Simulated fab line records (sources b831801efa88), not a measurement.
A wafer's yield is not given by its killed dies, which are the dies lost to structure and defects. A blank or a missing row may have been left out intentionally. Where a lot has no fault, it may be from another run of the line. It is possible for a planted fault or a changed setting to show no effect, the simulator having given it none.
Struck lot and sound lot, side by side    flow sky130    16 steps out of a route of 708
Sound: wafers L295.2, L295.4, L295.6. The struck wafers were L301.1, L301.2, L301.3. The cause is given at the end.
At each step with rows: each side's tool, then ch and its chambers, then its first start. Under that, the readings that differ: sound wafers    struck wafers    difference of the means    sigmas: that difference in standard deviations of wafers without a fault.
alike: a reading whose means differ by less than 2 such deviations, as well as words and numbers matching on both sides. not compared: withheld readings; readings where some wafer has no value; bounds like >300 that might hide an equal value; numbers whose values overlap and for which the record gives no deviation.
A row with sigmas, a row that says differs or no value, or rows on one side alone: a step with any of these is where the two part. Numbers that don't overlap but have no deviation are shown without sigmas and don't part them. A reading that every wafer of one side lacks parts them only if that side has two wafers or more.

first, 8 steps without rows for these wafers: SKY_CONTACT_DEHYDRATE_06 (time 60 s); SKY_CONTACT_HMDS_07 (prime time 60 s); SKY_CONTACT_COAT_08 (resist thk 60 nm); SKY_CONTACT_COAT_09 (resist thk 450 nm); SKY_CONTACT_SOFTBAKE_10 (time 90 s); SKY_CONTACT_EXPOSE_11 (exposes mask CTM1, target cd 170 nm); SKY_CONTACT_PEB_12; SKY_CONTACT_DEVELOP_13 (develop time 60 s).
SKY_CONTACT_CD_MEAS_14 targets a cd of 170 nm.
  sound on cd-sem-02 at day 33 12:58; struck on cd-sem-01 at day 35 14:35
  alike: cd-nm
SKY_CONTACT_OVL_MEAS_15:
  sound on overlay-01 at day 33 13:04; struck on overlay-01 at day 35 14:43
reading           sound   struck    difference  sigmas
CONTACT_OVL (nm)  14 3 5  -6 -5 -3  -12         -2
SKY_CONTACT_ETCH_16: etches BARC in N2/H2, stops on SiO2, time 45.9 s, target depth 60 nm.
  sound on rie-diel-03 ch 0,2, day 33 13:05; struck on rie-diel-03 ch 0,2,3, day 35 14:44
  alike: bias-w, chamber-pressure-mTorr, drypump-motor-current-A, oes-product-au, rf-fwd-power-W, throttle-valve-pct
  not compared: rf-hours-counter-h
SKY_CONTACT_ETCH_17: etches SiO2 in C4F8/O2/Ar, stops on Si3N4, target depth 340 nm.
  sound on rie-diel-03 ch 0,2, day 33 13:08; struck on rie-diel-03 ch 0,2,3, day 35 14:47
  alike: bias-w, chamber-pressure-mTorr, oes-product-au, rf-fwd-power-W
SKY_CONTACT_ETCH_18: etches Si3N4 in CHF3/O2, stops on TiN, time 39 s, target depth 75 nm.
  sound on rie-diel-03 ch 0,2, day 33 13:00; struck on rie-diel-03 ch 0,2,3, day 35 14:00
  no value came back on the struck wafers for any of 6 readings (O2_flow_sccm (sccm), bias-w (W) and others); on the sound wafers O2_flow_sccm (sccm) reads 4.979 4.971 4.990
reading                                         sound              struck             difference  sigmas
model.KrF-thick_of_CONTACT_COAT_09.thk-nm (nm)  241.4 240.8 242.8  327.1 328.5 326.5  +85.7       
  not compared: rf-hours-counter-h
SKY_CONTACT_STRIP_19: strips in O2/N2.
  sound on plasma-asher-04 ch 0,1, day 33 13:14; struck on plasma-asher-04 ch 0,1, day 35 14:53
reading                       sound              struck             difference  sigmas
oes-product-au (a.u.)         0.382 0.379 0.388  0.422 0.412 0.419  +0.035      +8
strip-time-to-endpoint-s (s)  3.60 3.58 3.62     4.51 4.54 4.50     +0.92       +23
  alike: drypump-motor-current-A
  not compared: rf-hours-counter-h
then, 1 step without rows for these wafers: SKY_CONTACT_STRIP_20 (strips in post etch residue remover, time 1200 s).
-- the record jumps here: 13 days lie between the struck wafers' starts before and after (it left off in module CONTACT and takes up again in module PAD_OPEN, whose first step shown is number 708 of the route) --
SKY_PAD_OPEN_PROBE_99:
  sound on prober-02 at day 47 06:53; struck on prober-02 at day 48 21:17
reading             sound      struck       difference  sigmas
killed-at-contacts  37 34 31   429 436 424  +396        +67
killed-dies         100 86 84  492 492 492  +402        +40
killed-on-rim       23 18 12   96 96 96     +78         +19
  alike: killed_at_M0_to_M3, killed_at_M4_up, killed-at-front-end, killed-at-other, killed-open, killed-short

WHERE THEY PART
Earliest at SKY_CONTACT_OVL_MEAS_15; latest, in this record, at SKY_PAD_OPEN_PROBE_99.

WHY: whatever the simulator had introduced
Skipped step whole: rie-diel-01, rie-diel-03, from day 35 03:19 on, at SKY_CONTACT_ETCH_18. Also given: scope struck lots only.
